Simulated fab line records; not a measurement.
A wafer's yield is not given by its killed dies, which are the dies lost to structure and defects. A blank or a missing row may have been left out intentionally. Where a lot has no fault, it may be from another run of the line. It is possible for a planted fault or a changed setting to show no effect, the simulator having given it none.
Which tool was responsible? || flow gf180mcu || Sampling: 13 lots, 39 wafers, 5 of 602 route steps

## WHAT THE GAUGES SHOWED, per wafer
GF_STI_THK_MEAS_22.
{"lot": "L288", "measured": "day 2 04:14", "on": "film metro-04", "STI_OXIDATION_01_THK (nm)": "15.1 15.0 15.2"}
{"lot": "L289", "measured": "day 2 08:27", "on": "film metro-01", "STI_OXIDATION_01_THK (nm)": "15.0 14.9 15.0"}
{"lot": "L290", "measured": "day 2 14:56", "on": "film metro-02", "STI_OXIDATION_01_THK (nm)": "15.2 15.1 15.1"}
{"lot": "L292", "measured": "day 2 23:38", "on": "film metro-04", "STI_OXIDATION_01_THK (nm)": "15.0 15.3 15.2"}
{"lot": "L293", "measured": "day 3 05:56", "on": "film metro-04", "STI_OXIDATION_01_THK (nm)": "15.1 14.9 14.7"}
{"lot": "L296", "measured": "day 3 21:46", "on": "film metro-04", "STI_OXIDATION_01_THK (nm)": "15.2 15.2 15.6"}
{"lot": "L297", "measured": "day 4 02:00", "on": "film metro-01", "STI_OXIDATION_01_THK (nm)": "14.7 15.0 14.8"}
{"lot": "L300", "measured": "day 4 17:43", "on": "film metro-01", "STI_OXIDATION_01_THK (nm)": "15.2 15.2 15.6"}
{"lot": "L301", "measured": "day 4 22:55", "on": "film metro-01", "STI_OXIDATION_01_THK (nm)": "15.1 15.1 14.9"}
{"lot": "L304", "measured": "day 5 14:50", "on": "film metro-02", "STI_OXIDATION_01_THK (nm)": "14.7 14.7 14.9"}
{"lot": "L306", "measured": "day 6 01:10", "on": "film metro-01", "STI_OXIDATION_01_THK (nm)": "14.6 14.4 14.6"}
{"lot": "L308", "measured": "day 6 10:45", "on": "film metro-04", "STI_OXIDATION_01_THK (nm)": "15.0 14.8 14.9"}
{"lot": "L311", "measured": "day 7 03:17", "on": "film metro-02", "STI_OXIDATION_01_THK (nm)": "15.1 15.2 15.1"}

GF_MVSD_OVL_MEAS_07.
{"lot": "L288", "measured": "day 4 09:49", "on": "overlay-01", "MVSD_OVL (nm)": "-0.3 0.6 0.8"}
{"lot": "L289", "measured": "day 4 14:37", "on": "overlay-01", "MVSD_OVL (nm)": "-0.5 1.2 -1.4"}
{"lot": "L290", "measured": "day 4 23:20", "on": "overlay-01", "MVSD_OVL (nm)": "-0.8 0.9 -1.3"}
{"lot": "L292", "measured": "day 5 09:22", "on": "overlay-01", "MVSD_OVL (nm)": "-2.2 -1.8 -2.2"}
{"lot": "L293", "measured": "day 5 16:15", "on": "overlay-01", "MVSD_OVL (nm)": "-0.1 0.0 -0.7"}
{"lot": "L296", "measured": "day 6 09:58", "on": "overlay-02", "MVSD_OVL (nm)": "0.0 -0.6 -0.5"}
{"lot": "L297", "measured": "day 6 15:53", "on": "overlay-02", "MVSD_OVL (nm)": "-2.7 -0.8 -0.6"}
{"lot": "L300", "measured": "day 7 11:04", "on": "overlay-02", "MVSD_OVL (nm)": "4.3 1.1 1.4"}
{"lot": "L301", "measured": "day 7 14:34", "on": "overlay-02", "MVSD_OVL (nm)": "-0.4 1.1 1.6"}
{"lot": "L304", "measured": "day 8 08:00", "on": "overlay-02", "MVSD_OVL (nm)": "-1.3 0.7 1.3"}
{"lot": "L306", "measured": "day 8 20:01", "on": "overlay-01", "MVSD_OVL (nm)": "-0.6 1.3 -1.3"}
{"lot": "L308", "measured": "day 9 05:46", "on": "overlay-01", "MVSD_OVL (nm)": "1.3 0.8 -1.1"}
{"lot": "L311", "measured": "day 9 23:22", "on": "overlay-02", "MVSD_OVL (nm)": "-0.3 0.8 0.1"}

GF_VT_IMPLANT_RS_MEAS_47: a four-point-probe measurement.
{"lot": "L288", "measured": "day 7 14:51", "on": "film metro-01", "NWELL_RS (ohm/sq)": "485.5 488.5 486.0"}
{"lot": "L289", "measured": "day 7 18:31", "on": "film metro-01", "NWELL_RS (ohm/sq)": "487.0 486.4 487.8"}
{"lot": "L290", "measured": "day 8 05:58", "on": "film metro-01", "NWELL_RS (ohm/sq)": "484.9 487.7 488.4"}
{"lot": "L292", "measured": "day 8 17:20", "on": "film metro-01", "NWELL_RS (ohm/sq)": "486.8 487.1 487.7"}
{"lot": "L293", "measured": "day 9 01:11", "on": "film metro-01", "NWELL_RS (ohm/sq)": "488.9 489.3 488.6"}
{"lot": "L296", "measured": "day 9 20:17", "on": "film metro-01", "NWELL_RS (ohm/sq)": "490.4 489.9 491.0"}
{"lot": "L297", "measured": "day 10 07:08", "on": "film metro-03", "NWELL_RS (ohm/sq)": "486.0 486.0 486.5"}
{"lot": "L300", "measured": "day 11 00:56", "on": "film metro-01", "NWELL_RS (ohm/sq)": "487.0 489.3 487.3"}
{"lot": "L301", "measured": "day 11 04:47", "on": "film metro-04", "NWELL_RS (ohm/sq)": "485.8 486.2 485.4"}
{"lot": "L304", "measured": "day 12 01:50", "on": "film metro-03", "NWELL_RS (ohm/sq)": "476.2 475.4 474.9"}
{"lot": "L306", "measured": "day 12 16:43", "on": "film metro-01", "NWELL_RS (ohm/sq)": "486.1 488.1 487.9"}
{"lot": "L308", "measured": "day 13 02:56", "on": "film metro-03", "NWELL_RS (ohm/sq)": "475.4 474.4 474.8"}
{"lot": "L311", "measured": "day 13 22:47", "on": "film metro-01", "NWELL_RS (ohm/sq)": "487.8 486.9 484.8"}

## WHAT TOOL EACH LOT RAN ON (gives the tool, then ch and the chambers of the sampled wafers, and finally the start)
{"lot": "L288", "GF_NWELL_IMPLANT_09": "implanter-02 ch 0, day 3 07:47", "GF_MVSD_STRIP_10": "plasma asher-02 ch 1, day 4 10:08"}
{"lot": "L289", "GF_NWELL_IMPLANT_09": "implanter-01 ch 0, day 3 12:00", "GF_MVSD_STRIP_10": "plasma asher-04 ch 0,1, day 4 14:57"}
{"lot": "L290", "GF_NWELL_IMPLANT_09": "implanter-01 ch 0, day 3 19:16", "GF_MVSD_STRIP_10": "plasma asher-02 ch 0,1, day 4 23:42"}
{"lot": "L292", "GF_NWELL_IMPLANT_09": "implanter-03 ch 0, day 4 05:04", "GF_MVSD_STRIP_10": "plasma asher-04 ch 0,1, day 5 09:42"}
{"lot": "L293", "GF_NWELL_IMPLANT_09": "implanter-03 ch 0, day 4 11:17", "GF_MVSD_STRIP_10": "plasma asher-04 ch 0,1, day 5 16:36"}
{"lot": "L296", "GF_NWELL_IMPLANT_09": "implanter-01 ch 0, day 5 04:10", "GF_MVSD_STRIP_10": "plasma asher-01 ch 1, day 6 10:18"}
{"lot": "L297", "GF_NWELL_IMPLANT_09": "implanter-03 ch 0, day 5 09:13", "GF_MVSD_STRIP_10": "plasma asher-02 ch 0,1, day 6 16:13"}
{"lot": "L300", "GF_NWELL_IMPLANT_09": "implanter-01 ch 0, day 6 03:06", "GF_MVSD_STRIP_10": "plasma asher-02 ch 0,1, day 7 11:24"}
{"lot": "L301", "GF_NWELL_IMPLANT_09": "implanter-01 ch 0, day 6 07:33", "GF_MVSD_STRIP_10": "plasma asher-02 ch 0,1, day 7 14:56"}
{"lot": "L304", "GF_NWELL_IMPLANT_09": "implanter-01 ch 0, day 7 00:21", "GF_MVSD_STRIP_10": "plasma asher-04 ch 0,1, day 8 08:20"}
{"lot": "L306", "GF_NWELL_IMPLANT_09": "implanter-02 ch 0, day 7 11:39", "GF_MVSD_STRIP_10": "plasma asher-02 ch 0,1, day 8 20:22"}
{"lot": "L308", "GF_NWELL_IMPLANT_09": "implanter-01 ch 0, day 7 21:34", "GF_MVSD_STRIP_10": "plasma asher-02 ch 0,1, day 9 06:07"}
{"lot": "L311", "GF_NWELL_IMPLANT_09": "implanter-02 ch 0, day 8 14:05", "GF_MVSD_STRIP_10": "plasma asher-02 ch 0, day 9 23:42"}
- GF_NWELL_IMPLANT_09
- GF_MVSD_STRIP_10: strips in O2/N2.

## AS READ BY THE TOOLS THEMSELVES (means over the sampled wafers that have a number; for cases with no such wafer, the mark the record gives instead)
GF_NWELL_IMPLANT_09.
{"lot": "L288", "tool": "implanter-02", "dose ions cm2": 4e+12, "end station pressure torr (Torr)": 5e-06, "faraday current uA": 23.1}
{"lot": "L289", "tool": "implanter-01", "dose ions cm2": 4e+12, "end station pressure torr (Torr)": 5e-06, "faraday current uA": 22.7}
{"lot": "L290", "tool": "implanter-01", "dose ions cm2": 4e+12, "end station pressure torr (Torr)": 5e-06, "faraday current uA": 22.3}
{"lot": "L292", "tool": "implanter-03", "dose ions cm2": 4e+12, "end station pressure torr (Torr)": 5e-06, "faraday current uA": 22.4}
{"lot": "L293", "tool": "implanter-03", "dose ions cm2": 4e+12, "end station pressure torr (Torr)": 5e-06, "faraday current uA": 22.3}
{"lot": "L296", "tool": "implanter-01", "dose ions cm2": 4e+12, "end station pressure torr (Torr)": 5e-06, "faraday current uA": 22.2}
{"lot": "L297", "tool": "implanter-03", "dose ions cm2": 4e+12, "end station pressure torr (Torr)": 5e-06, "faraday current uA": 22.7}
{"lot": "L300", "tool": "implanter-01", "dose ions cm2": 4e+12, "end station pressure torr (Torr)": 5e-06, "faraday current uA": 22.8}
{"lot": "L301", "tool": "implanter-01", "dose ions cm2": 4e+12, "end station pressure torr (Torr)": 5e-06, "faraday current uA": 22.8}
{"lot": "L304", "tool": "implanter-01", "dose ions cm2": 5e+12, "end station pressure torr (Torr)": 5e-06, "faraday current uA": 26.7}
{"lot": "L306", "tool": "implanter-02", "dose ions cm2": 4e+12, "end station pressure torr (Torr)": 5e-06, "faraday current uA": 22.3}
{"lot": "L308", "tool": "implanter-01", "dose ions cm2": 5e+12, "end station pressure torr (Torr)": 5e-06, "faraday current uA": 26.5}
{"lot": "L311", "tool": "implanter-02", "dose ions cm2": 4e+12, "end station pressure torr (Torr)": 5e-06, "faraday current uA": 22.3}

GF_MVSD_STRIP_10.
{"lot": "L288", "tool": "plasma asher-02", "chamber pressure mTorr (mTorr)": 1499.0, "drypump motor current A (A)": 6.0, "heater power w (W)": 348, "oes product au (a.u.)": 0.719, "strip time to endpoint s (s)": 37.06}
{"lot": "L289", "tool": "plasma asher-04", "chamber pressure mTorr (mTorr)": 1498.7, "drypump motor current A (A)": 5.9, "heater power w (W)": 325, "oes product au (a.u.)": 0.723, "strip time to endpoint s (s)": 36.99}
{"lot": "L290", "tool": "plasma asher-02", "chamber pressure mTorr (mTorr)": 1500.1, "drypump motor current A (A)": 6.0, "heater power w (W)": 345, "oes product au (a.u.)": 0.725, "strip time to endpoint s (s)": 37.07}
{"lot": "L292", "tool": "plasma asher-04", "chamber pressure mTorr (mTorr)": 1499.7, "drypump motor current A (A)": 5.5, "heater power w (W)": 312, "oes product au (a.u.)": 0.725, "strip time to endpoint s (s)": 37.04}
{"lot": "L293", "tool": "plasma asher-04", "chamber pressure mTorr (mTorr)": 1499.7, "drypump motor current A (A)": 5.5, "heater power w (W)": 311, "oes product au (a.u.)": 0.718, "strip time to endpoint s (s)": 36.94}
{"lot": "L296", "tool": "plasma asher-01", "chamber pressure mTorr (mTorr)": 1500.1, "drypump motor current A (A)": 6.3, "heater power w (W)": 278, "oes product au (a.u.)": 0.727, "strip time to endpoint s (s)": 36.82}
{"lot": "L297", "tool": "plasma asher-02", "chamber pressure mTorr (mTorr)": 1500.8, "drypump motor current A (A)": 6.1, "heater power w (W)": 334, "oes product au (a.u.)": 0.723, "strip time to endpoint s (s)": 37.01}
{"lot": "L300", "tool": "plasma asher-02", "chamber pressure mTorr (mTorr)": 1501.1, "drypump motor current A (A)": 6.0, "heater power w (W)": 346, "oes product au (a.u.)": 0.718, "strip time to endpoint s (s)": 36.97}
{"lot": "L301", "tool": "plasma asher-02", "chamber pressure mTorr (mTorr)": 1498.9, "drypump motor current A (A)": 6.1, "heater power w (W)": 338, "oes product au (a.u.)": 0.722, "strip time to endpoint s (s)": 36.89}
{"lot": "L304", "tool": "plasma asher-04", "chamber pressure mTorr (mTorr)": 1500.0, "drypump motor current A (A)": 5.9, "heater power w (W)": 325, "oes product au (a.u.)": 0.727, "strip time to endpoint s (s)": 36.99}
{"lot": "L306", "tool": "plasma asher-02", "chamber pressure mTorr (mTorr)": 1498.9, "drypump motor current A (A)": 6.0, "heater power w (W)": 341, "oes product au (a.u.)": 0.721, "strip time to endpoint s (s)": 36.92}
{"lot": "L308", "tool": "plasma asher-02", "chamber pressure mTorr (mTorr)": 1499.3, "drypump motor current A (A)": 6.0, "heater power w (W)": 341, "oes product au (a.u.)": 0.722, "strip time to endpoint s (s)": 36.84}
{"lot": "L311", "tool": "plasma asher-02", "chamber pressure mTorr (mTorr)": 1501.1, "drypump motor current A (A)": 6.1, "heater power w (W)": 338, "oes product au (a.u.)": 0.727, "strip time to endpoint s (s)": 36.97}

## THE ANSWER, worked out from the rows above alone
Rule: the usual values come from the lots themselves. The widest of any qualifying gaps counts: lots, ordered by their means at a reading, are off when they make up no more than a third of the lots, leave a main group of 4 or more, and stand apart from it by 3 or more times the standard deviation of that group's means. A main group is skipped when, at the precision printed for the reading in the tables above, its means are all equal. Also off: a lot with no number at a reading for which 4 or more lots have one. Any other lot the step has rows for is counted as sound. Order of review: gauges by route order, followed by the tools' own readings, for which a lot's mean as printed above is used. The first step at which some lot is off is used, and at that step the reading that is off furthest; a lot without a number counts as furthest.
Off: L304, L308, at GF_VT_IMPLANT_RS_MEAS_47 (NWELL_RS). Mean 487.4 ohm/sq and standard deviation 1.3 in the main group.
A tool fits if, at a process step before that reading, it ran every lot that is off, and no sound lot after the first of them. The gauges at GF_VT_IMPLANT_RS_MEAS_47 aren't tried: what is off there is off at GF_NWELL_IMPLANT_09 too, on other tools, and a gauge's error can't cause that. One candidate fits, namely implanter-01 at GF_NWELL_IMPLANT_09. Its last sound lot is L301 (day 6 07:33), its first lot that is off L304 (day 7 00:21): a fault that began between those two fits.
The tool's own readings at GF_NWELL_IMPLANT_09 bear it out: on the lots that are off they differ by more than 5 times the standard deviation of the sound lots' means. dose ions cm2 reads 5e+12 there against 4e+12 on the sound lots; faraday current uA reads 26.6 there against 22.5 on the sound lots.

## WHAT HAD BEEN PUT IN BY THE SIMULATOR
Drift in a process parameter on implanter-01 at GF_NWELL_IMPLANT_09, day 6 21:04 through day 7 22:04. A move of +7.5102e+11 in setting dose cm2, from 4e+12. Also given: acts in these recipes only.
Shown lots that were struck: L304, L308. The rule above reached the same finding.
